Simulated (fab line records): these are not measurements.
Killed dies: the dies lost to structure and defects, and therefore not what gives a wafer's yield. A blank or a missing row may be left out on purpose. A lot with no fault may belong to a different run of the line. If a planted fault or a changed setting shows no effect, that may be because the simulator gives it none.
A struck lot beside a sound one | flow gf180mcu | 27 out of 602 route steps
Sound: wafers L269.3, L269.4, L269.6. Wafers L255.2, L255.3, L255.6 were the ones struck. The cause comes at the end.
At each step with rows: each side's tool, then ch and its chambers, then its first start. Under that, the readings that differ: sound wafers | struck wafers | difference of the means | sigmas: that difference in standard deviations of wafers without a fault.
alike: same words and numbers on both sides, and readings whose means sit less than 2 such deviations apart. not compared: any withheld reading, any reading some wafer has no value for, any bound like >300 that may hide the same value, and any number with overlapping values for which the record gives no deviation.
The two part at a step that has a row with sigmas, a row that says differs or no value, or rows on one side only. Numbers that have no deviation but don't overlap get no sigmas and don't part them. A reading missing from all wafers of one side parts the sides only when that side holds two or more wafers.

GF_DNWELL_STRIP_08: strips in O2/N2.
  sound on plasma-asher-02 ch 0,1, day 6 12:25; struck on plasma-asher-03 ch 0,1, day 3 09:47
  alike: drypump-motor-current-A, heater-power-w, oes-product-au, strip-time-to-endpoint-s
  not compared: rf-hours-counter-h
GF_DNWELL_TW_MEAS_09:
  sound on film-metro-01 at day 6 12:31; struck on film-metro-01 at day 3 09:54
  alike: DNWELL_TW
then, 7 steps without rows for these wafers: GF_NWELL_DEHYDRATE_00 (time 60 s); GF_NWELL_HMDS_01 (prime time 60 s); GF_NWELL_COAT_02 (resist thk 3000 nm); GF_NWELL_SOFTBAKE_03; GF_NWELL_EXPOSE_04 (exposes mask Nwell, target cd 860 nm); GF_NWELL_PEB_05; GF_NWELL_DEVELOP_06 (develop time 60 s).
GF_NWELL_OVL_MEAS_07:
  sound on overlay-01 at day 7 03:38; struck on overlay-02 at day 3 22:57
  alike: NWELL_OVL
then, 2 steps without rows for these wafers: GF_NWELL_IMPLANT_08; GF_NWELL_IMPLANT_09.
GF_NWELL_STRIP_10: strips in O2/N2.
  sound on plasma-asher-02 ch 0,1, day 7 03:59; struck on plasma-asher-04 ch 0,1, day 3 23:17
  reading                                 | sound             | struck            | difference                    | sigmas
  oes-product-au (a.u.)                   | 0.728 0.725 0.716 | 0.955 0.957 0.950 | +0.231                        | +54
  strip-time-to-endpoint-s (s)            | 36.90 36.89 37.02 | - - -             | no value on the struck wafers |
  model.coat_of_NWELL_COAT_02.thk-nm (nm) | 0 0 0             | 993.8 993.6 990.6 | +992.7                        |
  alike: drypump-motor-current-A, heater-power-w
  not compared: rf-hours-counter-h
GF_NWELL_TW_MEAS_11:
  sound on film-metro-04 at day 7 04:05; struck on film-metro-02 at day 3 23:23
  reading  | sound          | struck         | difference | sigmas
  NWELL_TW | 1541 1540 1529 | 1563 1557 1563 | +24        | +2
then, 7 steps without rows for these wafers: GF_LVPWELL_DEHYDRATE_00 (time 60 s); GF_LVPWELL_HMDS_01 (prime time 60 s); GF_LVPWELL_COAT_02 (resist thk 3000 nm); GF_LVPWELL_SOFTBAKE_03; GF_LVPWELL_EXPOSE_04 (exposes mask LVPWELL, target cd 600 nm); GF_LVPWELL_PEB_05; GF_LVPWELL_DEVELOP_06 (develop time 60 s).
GF_LVPWELL_OVL_MEAS_07:
  sound on overlay-01 at day 7 19:30; struck on overlay-02 at day 4 12:59
  alike: LVPWELL_OVL
then, 2 steps without rows for these wafers: GF_LVPWELL_IMPLANT_08; GF_LVPWELL_IMPLANT_09.
GF_LVPWELL_STRIP_10: strips in O2/N2.
  sound on plasma-asher-03 ch 0,1, day 7 19:52; struck on plasma-asher-01 ch 0,1, day 4 13:19
  reading                      | sound             | struck            | difference | sigmas
  strip-time-to-endpoint-s (s) | 36.95 37.07 37.04 | 51.86 51.85 51.77 | +14.81     | +99 or more
  alike: drypump-motor-current-A, heater-power-w, oes-product-au
  not compared: rf-hours-counter-h
GF_LVPWELL_TW_MEAS_11:
  sound on film-metro-02 at day 7 19:57; struck on film-metro-04 at day 4 13:25
  reading    | sound       | struck   | difference | sigmas
  LVPWELL_TW | 561 559 559 | 29 29 29 | -531       | -99 or more
then, 1 step without rows for these wafers: GF_MVSD_DEHYDRATE_00 (time 60 s).

== WHERE THEY PART ==
At GF_NWELL_STRIP_10 first; at GF_LVPWELL_TW_MEAS_11 last (within this record only).

WHY: the cause the simulator had injected
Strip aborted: plasma-asher-04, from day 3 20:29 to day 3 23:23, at GF_NWELL_STRIP_10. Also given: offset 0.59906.
